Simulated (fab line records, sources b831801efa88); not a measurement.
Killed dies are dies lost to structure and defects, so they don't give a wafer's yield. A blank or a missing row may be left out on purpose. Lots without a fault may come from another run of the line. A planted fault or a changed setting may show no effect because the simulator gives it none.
Which tool did it? | flow gf180mcu | 6 lots, 18 wafers sampled, at 1 step of a route of 602

WHAT THE GAUGES READ, wafer by wafer
GF_M1_OVL_MEAS_15.
lot  | measured     | on         | M1_OVL (nm)
L721 | day 18 14:28 | overlay-01 | 5 2 9
L727 | day 20 15:56 | overlay-02 | -4 -1 -1
L730 | day 21 14:31 | overlay-02 | -7 3 3
L737 | day 24 00:37 | overlay-01 | 4 1 15
L739 | day 24 17:55 | overlay-01 | -2 0 5
L741 | day 25 13:22 | overlay-02 | 1 5 7

WHICH TOOL RAN EACH LOT (tool, then ch and the chambers of the sampled wafers, then the start)
The record holds no process step before these readings.

THE ANSWER, worked out from the rows above alone
Rule: what is usual is taken from the lots themselves. Put in order of their means at a reading, lots are off if they are a third of the lots or fewer, leave a main group of 4 or more, and stand apart from it by a gap of 3 or more times the standard deviation of the main group's means; of several such gaps the widest counts. A main group whose means are all the same, to the digits that the tables above print for the reading, isn't used. A lot without any number at a reading at which 4 lots or more have one is off too. The other lots that the step has rows for count as sound.
No lot is off at any reading shown: from this, nothing can be told.

WHAT THE SIMULATOR HAD PUT IN
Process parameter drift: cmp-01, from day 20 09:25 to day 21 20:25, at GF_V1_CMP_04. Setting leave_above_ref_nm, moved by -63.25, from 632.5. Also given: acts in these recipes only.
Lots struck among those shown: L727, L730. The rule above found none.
